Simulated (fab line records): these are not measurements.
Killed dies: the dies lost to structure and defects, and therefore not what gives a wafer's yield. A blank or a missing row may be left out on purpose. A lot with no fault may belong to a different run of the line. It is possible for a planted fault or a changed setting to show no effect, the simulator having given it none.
Which of the tools did it? + flow sky130 + Sampling: 14 lots, 42 wafers, 4 of 708 route steps

## WHAT EACH GAUGE READ, for each wafer
SKY_FIELD_ISO_THK_MEAS_02. Usual: for FIELD_ISO_OXIDATION_00_THK the level is 11.88 nm and the standard deviation is 0.19.
| lot  | measured    | on            | FIELD_ISO_OXIDATION_00_THK (nm) | flag |
|------|-------------|---------------|---------------------------------|------|
| L969 | day 1 12:58 | film-metro-01 | 11.70 11.87 11.91               |      |
| L971 | day 1 22:40 | film-metro-01 | 11.97 11.79 11.95               |      |
| L972 | day 2 07:01 | film-metro-01 | 11.54 11.91 11.87               |      |
| L973 | day 2 13:25 | film-metro-01 | 11.70 11.63 11.71               |      |
| L974 | day 2 13:25 | film-metro-04 | 11.86 11.79 12.07               |      |
| L975 | day 2 19:13 | film-metro-04 | 11.79 11.75 12.00               |      |
| L976 | day 2 23:38 | film-metro-01 | 12.00 11.83 11.76               |      |
| L978 | day 3 08:38 | film-metro-01 | 11.94 11.65 12.07               |      |
| L982 | day 4 05:04 | film-metro-04 | 12.02 11.69 11.89               |      |
| L983 | day 4 09:38 | film-metro-01 | 11.95 11.95 11.91               |      |
| L984 | day 4 14:50 | film-metro-01 | 11.75 11.60 11.60               |      |
| L988 | day 5 10:38 | film-metro-01 | 11.86 11.86 11.66               |      |
| L989 | day 5 16:07 | film-metro-02 | 11.82 11.91 11.87               |      |
| L991 | day 6 02:01 | film-metro-01 | 11.69 11.76 11.90               |      |

SKY_VT_ADJUST_HVTR_TW_MEAS_11. Usual: for VT_ADJUST_HVTR_TW the level is 212.6 and the standard deviation is 2.2.
| lot  | measured     | on            | VT_ADJUST_HVTR_TW | flag |
|------|--------------|---------------|-------------------|------|
| L969 | day 9 21:32  | film-metro-04 | 213.1 212.9 213.6 |      |
| L971 | day 10 01:53 | film-metro-02 | 208.4 207.5 209.1 |      |
| L972 | day 10 10:08 | film-metro-02 | 208.1 207.6 208.3 |      |
| L973 | day 11 00:11 | film-metro-03 | 214.4 214.8 212.7 |      |
| L974 | day 11 03:16 | film-metro-03 | 214.6 213.3 214.8 |      |
| L975 | day 11 09:41 | film-metro-03 | 213.7 214.4 213.8 |      |
| L976 | day 11 17:12 | film-metro-03 | 214.6 214.6 215.7 |      |
| L978 | day 12 06:17 | film-metro-02 | 209.1 209.7 210.7 |      |
| L982 | day 13 16:21 | film-metro-04 | 214.7 214.0 214.7 |      |
| L983 | day 13 20:53 | film-metro-03 | 213.2 213.1 212.3 |      |
| L984 | day 14 05:08 | film-metro-04 | 214.7 215.2 215.4 |      |
| L988 | day 15 06:00 | film-metro-03 | 215.9 213.8 213.6 |      |
| L989 | day 15 13:40 | film-metro-03 | 212.8 212.9 213.8 |      |
| L991 | day 16 22:19 | film-metro-04 | 214.4 212.5 213.7 |      |

SKY_LDD_HVP_TW_MEAS_10. Usual: for LDD_HVP_TW the level is 453 and the standard deviation is 3.9.
| lot  | measured     | on            | LDD_HVP_TW  | flag |
|------|--------------|---------------|-------------|------|
| L969 | day 22 06:40 | film-metro-01 | 454 455 456 |      |
| L971 | day 22 16:10 | film-metro-02 | 451 451 450 |      |
| L972 | day 22 20:46 | film-metro-02 | 452 447 451 |      |
| L973 | day 23 10:45 | film-metro-01 | 453 454 455 |      |
| L974 | day 23 13:03 | film-metro-01 | 453 453 451 |      |
| L975 | day 24 01:47 | film-metro-03 | 462 461 462 |      |
| L976 | day 24 12:35 | film-metro-02 | 453 450 455 |      |
| L978 | day 25 17:47 | film-metro-02 | 452 453 450 |      |
| L982 | day 26 17:17 | film-metro-01 | 452 450 450 |      |
| L983 | day 26 23:44 | film-metro-01 | 454 451 450 |      |
| L984 | day 27 05:05 | film-metro-01 | 454 452 451 |      |
| L988 | day 28 13:35 | film-metro-01 | 455 451 452 |      |
| L989 | day 28 14:59 | film-metro-02 | 453 450 449 |      |
| L991 | day 30 02:31 | film-metro-02 | 448 450 453 |      |

## WHAT TOOL EACH LOT RAN ON (gives the tool, then ch and the chambers of the sampled wafers, and finally the start)
| lot  | SKY_VT_ADJUST_HVTP_IMPLANT_09   |
|------|---------------------------------|
| L969 | implanter-02 ch 0, day 6 11:33  |
| L971 | implanter-02 ch 0, day 6 14:38  |
| L972 | implanter-02 ch 0, day 6 21:41  |
| L973 | implanter-02 ch 0, day 7 10:34  |
| L974 | implanter-04 ch 0, day 7 12:01  |
| L975 | implanter-02 ch 0, day 7 16:25  |
| L976 | implanter-04 ch 0, day 7 23:39  |
| L978 | implanter-04 ch 0, day 8 11:16  |
| L982 | implanter-04 ch 0, day 9 15:47  |
| L983 | implanter-03 ch 0, day 9 20:29  |
| L984 | implanter-04 ch 0, day 10 02:13 |
| L988 | implanter-02 ch 0, day 11 00:24 |
| L989 | implanter-02 ch 0, day 11 07:55 |
| L991 | implanter-03 ch 0, day 12 11:43 |
- SKY_VT_ADJUST_HVTP_IMPLANT_09

## WHAT THE TOOLS THEMSELVES READ (means of the sampled wafers that have a number; where no wafer has one, the mark that the record gives instead)
SKY_VT_ADJUST_HVTP_IMPLANT_09. Usual: beam-energy-keV 150.00, standard deviation 0.042.
| lot  | tool         | beam-energy-keV | flag |
|------|--------------|-----------------|------|
| L969 | implanter-02 | 149.99          |      |
| L971 | implanter-02 | 150.04          |      |
| L972 | implanter-02 | 150.02          |      |
| L973 | implanter-02 | 149.98          |      |
| L974 | implanter-04 | 149.97          |      |
| L975 | implanter-02 | 150.01          |      |
| L976 | implanter-04 | 149.97          |      |
| L978 | implanter-04 | 150.07          |      |
| L982 | implanter-04 | 161.52          | OFF  |
| L983 | implanter-03 | 150.04          |      |
| L984 | implanter-04 | 161.47          | OFF  |
| L988 | implanter-02 | 149.97          |      |
| L989 | implanter-02 | 150.01          |      |
| L991 | implanter-03 | 149.94          |      |

## THE ANSWER, worked out from the rows above alone
Rule: lot off if the mean of its wafers having a number is beyond 3 standard deviations from the usual mean. A lot without any number at a reading at which 4 lots or more have one is off too. The other lots that the step has rows for count as sound. After the gauges, taken in route order, come the tools' own readings; for these a lot's mean is taken, as printed above. At the first step where some lot is off, the reading lying furthest off is the one used; lots without a number count as furthest.
Off: L982, L984 (SKY_VT_ADJUST_HVTP_IMPLANT_09, beam-energy-keV).
A tool fits if, at that step or a process step before it, it ran every lot that is off, and no sound lot after the first of them. One fits: implanter-04 at SKY_VT_ADJUST_HVTP_IMPLANT_09. A fault onset in the window from L978 (day 8 11:16, its last sound lot) to L982 (day 9 15:47, its first lot off) fits.
On the lots that are off, the tool's own readings at SKY_VT_ADJUST_HVTP_IMPLANT_09 differ by more than 5 times the standard deviation of the sound lots' means, which bears it out; beam-energy-keV reads 161.50 there versus 150.00 on the sound lots.

## WHAT HAD BEEN PUT IN BY THE SIMULATOR
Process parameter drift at SKY_VT_ADJUST_HVTP_IMPLANT_09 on implanter-04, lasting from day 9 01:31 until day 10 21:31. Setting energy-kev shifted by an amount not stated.
Struck lots among those shown: L982, L984. The rule given above showed the same thing.
